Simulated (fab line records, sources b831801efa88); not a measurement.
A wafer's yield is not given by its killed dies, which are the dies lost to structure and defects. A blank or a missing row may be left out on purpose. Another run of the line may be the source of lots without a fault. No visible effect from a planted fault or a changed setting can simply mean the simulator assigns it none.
A lot that was struck, set against a sound lot -- flow sky130 -- 32 out of 708 route steps
Sound: wafers L834.1, L834.4, L834.6. The struck wafers were L849.1, L849.3, L849.6. The cause is named last.
Order at every step that has rows: each side's tool, ch and its chambers, its first start. Under that, the readings that differ: sound wafers -- struck wafers -- difference of the means -- sigmas: that difference in standard deviations of wafers without a fault.
alike: a reading whose means differ by less than 2 such deviations, as well as words and numbers matching on both sides. not compared: withheld readings; readings where some wafer has no value; bounds like >300 that might hide an equal value; numbers whose values overlap and for which the record gives no deviation.
The two part at a step that has a row with sigmas, a row that says differs or no value, or rows on one side only. Numbers that have no deviation but don't overlap get no sigmas and don't part them. A reading that every wafer of one side lacks parts them only if that side has two wafers or more.

SKY_CONTACT_ETCH_18: etches Si3N4 in CHF3/O2, stops on TiN, time 39 s, target depth 75 nm.
  sound: rie-diel-02 ch 2,3; struck: rie-diel-02 ch 0,1,3
  alike: chamber-pressure-mTorr, drypump-motor-current-A, oes-product-au, rf-fwd-power-W, throttle-valve-pct
  not compared: rf-hours-counter-h
then, 4 steps without rows for these wafers: SKY_CONTACT_STRIP_19 (strips in O2/N2); SKY_CONTACT_STRIP_20 (strips in post etch residue remover, time 1200 s); SKY_CONTACT_CLEAN_21 (cleans in IPA, time 180 s); SKY_CONTACT_CLEAN_22 (cleans in O3/DIW).
SKY_CONTACT_SPUTTER_23: material TiN, target thk 20 nm, time 80 s.
  sound on pvd-sputter-02, day 32 20:54; struck on pvd-sputter-01, day 37 16:42
  alike: cathode-dc-power-W, throttle-valve-pct
then, 1 step without rows for these wafers: SKY_CONTACT_CVD_24 (deposits W, target thk 340 nm, time 102.12 s).
SKY_CONTACT_RS_MEAS_25: a four-point-probe measurement.
  sound on film-metro-03, day 32 21:04; struck on film-metro-03, day 37 16:52
  alike: CONTACT_W_RS
SKY_CONTACT_THK_MEAS_26: measures by xrf.
  sound on film-metro-03, day 32 21:11; struck on film-metro-03, day 37 16:59
  alike: CONTACT_W_THK
then, 3 steps without rows for these wafers: SKY_CONTACT_CMP_27 (polishes, stops on SiO2, t overpolish 15 s, target thk 0 nm); SKY_METAL1_SPUTTER_00 (material Ti, target thk 15 nm, time 10 s); SKY_METAL1_SPUTTER_01 (material TiN, target thk 20 nm, time 16.7 s).
SKY_METAL1_SPUTTER_02: material AlCu, target thk 250 nm, time 13.3 s.
  sound on pvd-sputter-01, day 32 21:35; struck on pvd-sputter-01, day 37 17:23
reading,sound,struck,difference,sigmas
model.AlCu_of_METAL1_SPUTTER_02.thk-nm (nm),253.3 252 252.5,148.7 149 149.1,-103.7,
  alike: cathode-dc-power-W, throttle-valve-pct
SKY_METAL1_SPUTTER_03: material Ti, target thk 5 nm, time 3.3 s.
  sound on pvd-sputter-01, day 32 21:37; struck on pvd-sputter-01, day 37 17:25
  alike: cathode-dc-power-W, throttle-valve-pct
then, 1 step without rows for these wafers: SKY_METAL1_SPUTTER_04 (material TiN, target thk 70 nm, time 58.3 s).
SKY_METAL1_RS_MEAS_05: a four-point-probe measurement.
  sound on film-metro-03, day 32 21:41; struck on film-metro-03, day 37 17:29
reading,sound,struck,difference,sigmas
METAL1_ALCU_RS (ohm/sq),0.1249 0.1255 0.1254,0.2180 0.2177 0.2170,+0.0923,+71
SKY_METAL1_THK_MEAS_06: measures by xrf.
  sound on film-metro-03, day 32 21:49; struck on film-metro-03, day 37 17:37
reading,sound,struck,difference,sigmas
METAL1_ALCU_THK (nm),253.4 255.1 253.0,151.2 150.8 150.0,-103.2,-41
then, 8 steps without rows for these wafers: SKY_METAL1_DEHYDRATE_07 (time 60 s); SKY_METAL1_HMDS_08 (prime time 60 s); SKY_METAL1_COAT_09 (resist thk 60 nm); SKY_METAL1_COAT_10 (resist thk 450 nm); SKY_METAL1_SOFTBAKE_11 (time 90 s); SKY_METAL1_EXPOSE_12 (exposes mask MM1, target cd 140 nm); SKY_METAL1_PEB_13; SKY_METAL1_DEVELOP_14 (develop time 60 s).
SKY_METAL1_CD_MEAS_15: the cd target is 140 nm.
  sound on cd-sem-01, day 34 01:02; struck on cd-sem-01, day 38 19:29
reading,sound,struck,difference,sigmas
cd-nm (nm),139.3 139.2 139.1,143.7 145.1 143.2,+4.8,+3
SKY_METAL1_OVL_MEAS_16:
  sound on overlay-02, day 34 01:09; struck on overlay-02, day 38 19:36
  alike: METAL1_OVL
SKY_METAL1_DESCUM_17: chemistry O2, time 8 s.
  sound on rie-metal-04 ch 0,1, day 34 01:11; struck on rie-metal-04 ch 0,1, day 38 19:38
  alike: chamber-pressure-mTorr, drypump-motor-current-A, oes-product-au, rf-fwd-power-W
  not compared: rf-hours-counter-h
SKY_METAL1_ETCH_18: etches BARC in N2/H2, stops on SiO2, time 45.9 s, target depth 60 nm.
  sound on rie-metal-04 ch 0,1, day 34 01:13; struck on rie-metal-04 ch 0,1, day 38 19:40
  alike: chamber-pressure-mTorr, drypump-motor-current-A, oes-product-au, rf-fwd-power-W, throttle-valve-pct
  not compared: rf-hours-counter-h
SKY_METAL1_METAL_ETCH_19: etches the open film in Cl2/BCl3, stops on SiO2, target depth 360 nm, time 78 s.
  sound on rie-metal-04 ch 0,1, day 34 01:17; struck on rie-metal-04 ch 0,1, day 38 19:44
reading,sound,struck,difference,sigmas
oes-product-au (a.u.),0.859 0.861 0.856,0.744 0.749 0.743,-0.113,-20
  alike: chamber-pressure-mTorr, drypump-motor-current-A, rf-fwd-power-W, throttle-valve-pct
  not compared: rf-hours-counter-h
then, 1 step without rows for these wafers: SKY_METAL1_STRIP_20 (strips in O2/N2).
-- the record jumps here: 12 days lie between the struck wafers' starts before and after (it left off in module METAL1 and takes up again in module PAD_OPEN, whose first step shown is number 708 of the route) --
SKY_PAD_OPEN_PROBE_99:
  sound on prober-01, day 46 19:30; struck on prober-01, day 50 07:59
reading,sound,struck,difference,sigmas
model.etest.met1.line-ohm-um,0.9758 0.9378 0.9545,1.553 1.544 1.567,+0.599,
model.etest.met1.rs-ohm-sq,0.1265 0.1276 0.1262,0.2209 0.2202 0.2194,+0.0934,
  alike: defect-limited-yield, killed_at_M0_to_M3, killed_at_M4_up, killed-at-contacts, killed-at-front-end, killed-at-other, killed-dies, killed-open, killed-short, sort_bin_3_pad_short, sort_bin_5_function, sort_bin_6_memory, sort-n-pass, sort-yield-pct

## WHERE THEY PART
Last at SKY_METAL1_METAL_ETCH_19 as far as this record goes, first at SKY_METAL1_RS_MEAS_05. Later steps at which nothing parts them and some readings are alike: SKY_PAD_OPEN_PROBE_99.

WHY: what the simulator had put in
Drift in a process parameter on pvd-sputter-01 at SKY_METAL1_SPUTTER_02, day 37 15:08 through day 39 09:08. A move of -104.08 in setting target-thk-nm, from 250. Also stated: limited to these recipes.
